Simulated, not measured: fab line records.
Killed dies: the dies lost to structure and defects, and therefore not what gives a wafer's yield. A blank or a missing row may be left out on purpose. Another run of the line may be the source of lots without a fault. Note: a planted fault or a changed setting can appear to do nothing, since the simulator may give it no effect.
Chamber matching -- flow sky130 -- cmp-01 running SKY_VIA2_CMP_02: 4 sister chambers
The step polishes SiO2. 4 wafers are shown with their chamber, then 7 later ones without.

## WAFERS PAIRED WITH THEIR CHAMBERS
wafer,chamber,motor-current-A (A)
L776.4,0,14.0
L777.6,1,12.6
L780.1,3,12.5
L780.3,2,12.9

## WAFERS WHOSE CHAMBER IS MISSING
wafer,motor-current-A (A)
L780.4,12.5
L783.2,12.3
L783.4,12.1
L783.5,12.4
L787.1,12.9
L787.2,12.8
L787.3,13.3

## EACH ONE'S CHAMBER
wafer,from the rows above,in truth
L780.4,can't be placed: 3 or 1 or 2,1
L783.2,can't be placed: 3 or 1 or 2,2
L783.4,can't be placed: 3 or 1 or 2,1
L783.5,can't be placed: 3 or 1 or 2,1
L787.1,can't be placed: 2 or 1 or 3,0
L787.2,can't be placed: 2 or 1 or 3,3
L787.3,can't be placed: 2 or 0 or 1 or 3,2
Placed correctly: 0 of 7. Can't be placed from these rows: 7 (the true chamber is among the candidates in 6). Number placed wrongly: 0.
How it was worked out, from the rows above alone: a wafer's distance from a chamber is the root of the sum, over the readings, of the square of ((its reading less the chamber's mean) divided by the reading's scatter). If the next closest chamber is less than 2 further off than the closest, the wafer can't be placed; otherwise it belongs to the closest. Each chamber's mean is taken over the wafers shown for it. The scatter: root of mean squared gap, hidden wafer to nearest shown wafer, with one shown wafer a chamber.
